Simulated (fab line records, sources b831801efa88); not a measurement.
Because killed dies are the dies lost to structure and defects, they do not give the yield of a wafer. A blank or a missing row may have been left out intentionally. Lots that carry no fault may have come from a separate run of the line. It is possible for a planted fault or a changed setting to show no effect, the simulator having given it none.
Comparing a struck lot with a sound one | flow sky130 | 15 out of 708 route steps
Sound: the wafers L370.1, L370.3, L370.6. Wafers struck: L366.1, L366.5, L366.6. The cause is named last.
Order at every step that has rows: each side's tool, ch and its chambers, its first start. Under that, the readings that differ: sound wafers | struck wafers | difference of the means | sigmas: that difference in standard deviations of wafers without a fault.
alike: words and numbers the same on both sides, and readings whose means are apart by under 2 such deviations; not compared: readings that were withheld, readings missing a value for some wafer, numbers with overlapping values and no deviation given by the record, and bounds like >300 which may hide the same value.
Wherever a step has rows on one side only, a row that says differs or no value, or a row with sigmas, the two part there. When numbers do not overlap yet have no deviation, they are printed without sigmas and do not part them. A reading that every wafer of one side lacks parts them only if that side has two wafers or more.

first, 1 step without rows for these wafers: SKY_METAL4_SPUTTER_01 (material TiN, target thk 20 nm, time 16.7 s).
SKY_METAL4_SPUTTER_02: material AlCu, target thk 735 nm, time 39.1 s.
  sound: pvd-sputter-03 at day 42 13:28; struck: pvd-sputter-01 at day 41 22:20
  alike: cathode-dc-power-W, throttle-valve-pct
SKY_METAL4_SPUTTER_03: material Ti, target thk 5 nm, time 3.3 s.
  sound: pvd-sputter-03 at day 42 13:31; struck: pvd-sputter-01 at day 41 22:23
  alike: cathode-dc-power-W, throttle-valve-pct
SKY_METAL4_SPUTTER_04: material TiN, target thk 70 nm, time 58.3 s.
  sound: pvd-sputter-03 at day 42 13:31; struck: pvd-sputter-01 at day 41 22:23
  alike: cathode-dc-power-W, throttle-valve-pct
SKY_CAP2M_CVD_00: deposits SiO2, target thk 15.5 nm.
  sound on pecvd-04 ch 0,2, day 42 13:34; struck on pecvd-01 ch 0,1, day 41 22:26
  alike: heater-power-w, rf-fwd-power-W
SKY_CAP2M_THK_MEAS_01:
  sound: film-metro-02 at day 42 13:36; struck: film-metro-01 at day 41 22:29
  alike: CAP2M_CVD_00_THK
SKY_CAP2M_SPUTTER_02: material TiN, target thk 200 nm, time 166.7 s.
  sound: pvd-sputter-04 at day 42 13:40; struck: pvd-sputter-04 at day 41 22:32
  alike: cathode-dc-power-W, throttle-valve-pct
SKY_CAP2M_RS_MEAS_03: uses a four-point probe to measure.
  sound: film-metro-03 at day 42 13:46; struck: film-metro-03 at day 41 22:39
  alike: CAP2M_TIN_RS
SKY_CAP2M_THK_MEAS_04: measures by xrf.
  sound: film-metro-03 at day 42 13:53; struck: film-metro-03 at day 41 22:46
  alike: CAP2M_TIN_THK
then, 3 steps without rows for these wafers: SKY_CAP2M_DEHYDRATE_05 (time 60 s); SKY_CAP2M_HMDS_06 (prime time 60 s); SKY_CAP2M_COAT_07 (resist thk 1140 nm).
SKY_CAP2M_SOFTBAKE_08: time 60 s.
  sound on litho-track-02 ch 0, day 43 01:15; struck on litho-track-04 ch 0, day 42 09:33
  reading                  | sound             | struck            | difference | sigmas
  heater-power-total-W (W) | 56.64 56.58 56.61 | 57.77 57.70 57.67 | +1.10      | +23
  plate-temp-C (C)         | 89.98 89.83 89.99 | 91.36 91.43 91.39 | +1.46      | +10
then, 1 step without rows for these wafers: SKY_CAP2M_EXPOSE_09 (exposes mask CAP2M, target cd 1000 nm).
-- the record jumps here: 5 days lie between the struck wafers' starts before and after (it left off in module CAP2M and takes up again in module PAD_OPEN, whose first step shown is number 708 of the route) --
SKY_PAD_OPEN_PROBE_99:
  sound: prober-01 at day 48 04:28; struck: prober-02 at day 47 14:55
  reading         | sound | struck | difference | sigmas
  killed_at_M4_up | 6 5 6 | 4 2 1  | -3         | -2
  alike: defect-limited-yield, killed_at_M0_to_M3, killed-at-contacts, killed-at-front-end, killed-at-other, killed-dies, killed-open, killed-short, sort_bin_3_pad_short, sort_bin_5_function, sort_bin_6_memory, sort-n-pass, sort-yield-pct

## WHERE THEY PART
Earliest at SKY_CAP2M_SOFTBAKE_08; latest, in this record, at SKY_PAD_OPEN_PROBE_99.

WHY: the cause the simulator had injected
Process parameters drifting: litho-track-04 at SKY_CAP2M_SOFTBAKE_08, beginning at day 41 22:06. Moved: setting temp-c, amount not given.
